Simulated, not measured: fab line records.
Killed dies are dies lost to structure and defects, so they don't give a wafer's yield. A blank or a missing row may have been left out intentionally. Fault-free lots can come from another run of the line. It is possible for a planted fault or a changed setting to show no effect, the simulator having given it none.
What tool caused it? + flow sky130 + 13 lots with 39 wafers sampled at 5 steps, on a route of 708 steps

WHAT THE GAUGES READ, wafer by wafer
SKY_VT_ADJUST_HVTP_CD_MEAS_07: the cd target is 380 nm. Usual: 380.5 nm for cdNm, sd 2.4.
| lot  | measured     | on       | cdNm (nm)                           | flag |
|------|--------------|----------|-------------------------------------|------|
| L140 | day 6 18:38  | cdSem-02 | 381.0 381.1 382.5                   |      |
| L141 | day 7 00:23  | cdSem-02 | 381.3 380.3 380.3                   |      |
| L142 | day 7 01:29  | cdSem-02 | 380.6 379.6 378.4                   |      |
| L143 | day 7 05:23  | cdSem-01 | 378.7 380.7 380.9                   |      |
| L144 | day 7 19:08  | cdSem-02 | 381.8 383.7 383.4                   |      |
| L145 | day 8 02:33  | cdSem-02 | 395.5 392.6 393.8 395.7 392.4 393.5 | OFF  |
| L146 | day 8 03:12  | cdSem-02 | 391.6 391.4 390.7 391.8 391.4 390.5 | OFF  |
| L154 | day 10 13:04 | cdSem-01 | 378.4 381.0 380.9                   |      |
| L155 | day 10 15:14 | cdSem-02 | 378.6 379.0 378.4                   |      |
| L157 | day 11 12:56 | cdSem-01 | 382.4 384.3 382.4                   |      |
| L159 | day 11 13:50 | cdSem-02 | 381.1 380.7 382.0                   |      |
| L158 | day 11 22:35 | cdSem-01 | 376.9 380.7 378.0                   |      |
| L161 | day 12 08:28 | cdSem-02 | 379.4 376.7 379.4                   |      |

SKY_VT_ADJUST_NCORE_TW_MEAS_11. Usual: VT_ADJUST_NCORE_TW gives 218.0 (standard deviation 2.5).
| lot  | measured     | on           | VT_ADJUST_NCORE_TW | flag |
|------|--------------|--------------|--------------------|------|
| L140 | day 9 09:08  | filmMetro-03 | 221.5 220.9 220.5  |      |
| L141 | day 9 14:01  | filmMetro-04 | 217.7 216.5 217.6  |      |
| L142 | day 9 14:26  | filmMetro-02 | 213.7 215.0 215.5  |      |
| L143 | day 9 19:56  | filmMetro-04 | 218.2 216.9 218.5  |      |
| L144 | day 10 11:16 | filmMetro-04 | 216.2 216.0 216.4  |      |
| L145 | day 10 20:02 | filmMetro-03 | 223.0 221.7 220.5  |      |
| L146 | day 10 20:38 | filmMetro-03 | 222.3 221.2 222.1  |      |
| L154 | day 13 13:14 | filmMetro-04 | 217.0 217.2 217.8  |      |
| L155 | day 13 17:32 | filmMetro-04 | 218.1 217.1 216.7  |      |
| L157 | day 14 16:05 | filmMetro-03 | 221.0 221.3 220.3  |      |
| L159 | day 14 17:35 | filmMetro-02 | 216.2 216.9 216.3  |      |
| L158 | day 15 04:13 | filmMetro-03 | 222.1 222.4 222.3  |      |
| L161 | day 15 15:10 | filmMetro-04 | 218.1 218.0 217.8  |      |

SKY_VT_ADJUST_HVTR_TW_MEAS_11. Usual: VT_ADJUST_HVTR_TW gives 208.5 (standard deviation 1.2).
| lot  | measured     | on           | VT_ADJUST_HVTR_TW | flag |
|------|--------------|--------------|-------------------|------|
| L140 | day 10 07:08 | filmMetro-02 | 206.7 208.2 207.8 |      |
| L141 | day 10 11:47 | filmMetro-02 | 206.7 206.5 206.0 |      |
| L142 | day 10 12:13 | filmMetro-01 | 208.3 209.1 209.3 |      |
| L143 | day 10 18:29 | filmMetro-04 | 209.1 208.5 209.0 |      |
| L144 | day 11 10:08 | filmMetro-02 | 206.9 208.1 207.4 |      |
| L145 | day 11 19:26 | filmMetro-04 | 208.6 209.2 206.8 |      |
| L146 | day 11 19:58 | filmMetro-02 | 207.0 206.5 207.4 |      |
| L154 | day 14 15:19 | filmMetro-01 | 209.7 210.0 208.5 |      |
| L155 | day 14 20:14 | filmMetro-02 | 209.1 209.1 208.4 |      |
| L157 | day 15 20:17 | filmMetro-04 | 211.3 209.9 209.5 |      |
| L159 | day 15 20:40 | filmMetro-04 | 209.0 210.0 210.1 |      |
| L158 | day 16 07:26 | filmMetro-01 | 209.6 208.8 210.1 |      |
| L161 | day 16 18:58 | filmMetro-04 | 209.4 210.2 208.3 |      |

WHAT TOOL EACH LOT RAN ON (gives the tool, then ch and the chambers of the sampled wafers, and finally the start)
| lot  | SKY_VT_ADJUST_HVTP_DEVELOP_06    | SKY_VT_ADJUST_NCORE_STRIP_10        |
|------|----------------------------------|-------------------------------------|
| L140 | lithoTrack-01 ch 0, day 6 18:29  | plasmaAsher-01 ch 0,1, day 9 09:02  |
| L141 | lithoTrack-03 ch 0, day 7 00:09  | plasmaAsher-04 ch 0,1, day 9 13:55  |
| L142 | lithoTrack-03 ch 0, day 7 01:20  | plasmaAsher-04 ch 0,1, day 9 14:20  |
| L143 | lithoTrack-03 ch 0, day 7 05:14  | plasmaAsher-04 ch 0,1, day 9 19:50  |
| L144 | lithoTrack-01 ch 0, day 7 18:59  | plasmaAsher-03 ch 0,1, day 10 11:10 |
| L145 | lithoTrack-03 ch 0, day 8 02:24  | plasmaAsher-01 ch 0,1, day 10 19:56 |
| L146 | lithoTrack-03 ch 0, day 8 03:03  | plasmaAsher-03 ch 0,1, day 10 20:32 |
| L154 | lithoTrack-04 ch 0, day 10 12:55 | plasmaAsher-04 ch 0,1, day 13 13:08 |
| L155 | lithoTrack-01 ch 0, day 10 15:05 | plasmaAsher-03 ch 0,1, day 13 17:26 |
| L157 | lithoTrack-03 ch 0, day 11 12:47 | plasmaAsher-01 ch 0,1, day 14 15:59 |
| L159 | lithoTrack-03 ch 0, day 11 13:41 | plasmaAsher-01 ch 1, day 14 17:29   |
| L158 | lithoTrack-03 ch 0, day 11 22:26 | plasmaAsher-01 ch 1, day 15 04:07   |
| L161 | lithoTrack-01 ch 0, day 12 08:19 | plasmaAsher-04 ch 0,1, day 15 15:04 |
- SKY_VT_ADJUST_HVTP_DEVELOP_06: develop time 60 s.
- SKY_VT_ADJUST_NCORE_STRIP_10: strips in O2/N2.

WHAT THE TOOLS THEMSELVES READ (means of the sampled wafers that have a number; where no wafer has one, the mark that the record gives instead)
SKY_VT_ADJUST_NCORE_STRIP_10. Usual: drypumpMotorCurrentA 5.7 A, standard deviation 0.49; oesProductAu 0.716 a.u., standard deviation 0.0043; stripTimeToEndpointS 14.19 s, standard deviation 0.034.
| lot  | tool           | drypumpMotorCurrentA (A) | oesProductAu (a.u.) | stripTimeToEndpointS (s) | flag |
|------|----------------|--------------------------|---------------------|--------------------------|------|
| L140 | plasmaAsher-01 | 6.0                      | 0.719               | 14.18                    |      |
| L141 | plasmaAsher-04 | 5.6                      | 0.715               | 14.19                    |      |
| L142 | plasmaAsher-04 | 5.3                      | 0.713               | 14.19                    |      |
| L143 | plasmaAsher-04 | 5.3                      | 0.713               | 14.19                    |      |
| L144 | plasmaAsher-03 | 5.9                      | 0.714               | 14.20                    |      |
| L145 | plasmaAsher-01 | 5.6                      | 0.719               | 14.17                    |      |
| L146 | plasmaAsher-03 | 5.9                      | 0.718               | 14.18                    |      |
| L154 | plasmaAsher-04 | 5.3                      | 0.715               | 14.15                    |      |
| L155 | plasmaAsher-03 | 6.2                      | 0.715               | 14.17                    |      |
| L157 | plasmaAsher-01 | 6.0                      | 0.721               | 14.15                    |      |
| L159 | plasmaAsher-01 | 6.3                      | 0.720               | 14.21                    |      |
| L158 | plasmaAsher-01 | 6.3                      | 0.712               | 14.21                    |      |
| L161 | plasmaAsher-04 | 5.6                      | 0.712               | 14.18                    |      |

THE ANSWER, worked out from the rows above alone
Rule: a lot is off if the mean of its wafers that have a number lies more than 3 standard deviations from the usual mean. Also off: a lot with no number at a reading for which 4 or more lots have one. Any other lot the step has rows for is counted as sound. The gauges are gone through in route order, then the tools' own readings, and for those a lot's mean is taken as printed above. The first step at which some lot is off is used, and at that step the reading that is off furthest; a lot without a number counts as furthest.
Off: L145, L146, at SKY_VT_ADJUST_HVTP_CD_MEAS_07 (cdNm).
If a tool, at a process step before that reading, ran all the lots that are off and no sound lot after the first of them, it fits. Gauges at SKY_VT_ADJUST_HVTP_CD_MEAS_07: tried the same way as those tools. Not one of the candidates tried fits.

WHAT THE SIMULATOR PUT IN
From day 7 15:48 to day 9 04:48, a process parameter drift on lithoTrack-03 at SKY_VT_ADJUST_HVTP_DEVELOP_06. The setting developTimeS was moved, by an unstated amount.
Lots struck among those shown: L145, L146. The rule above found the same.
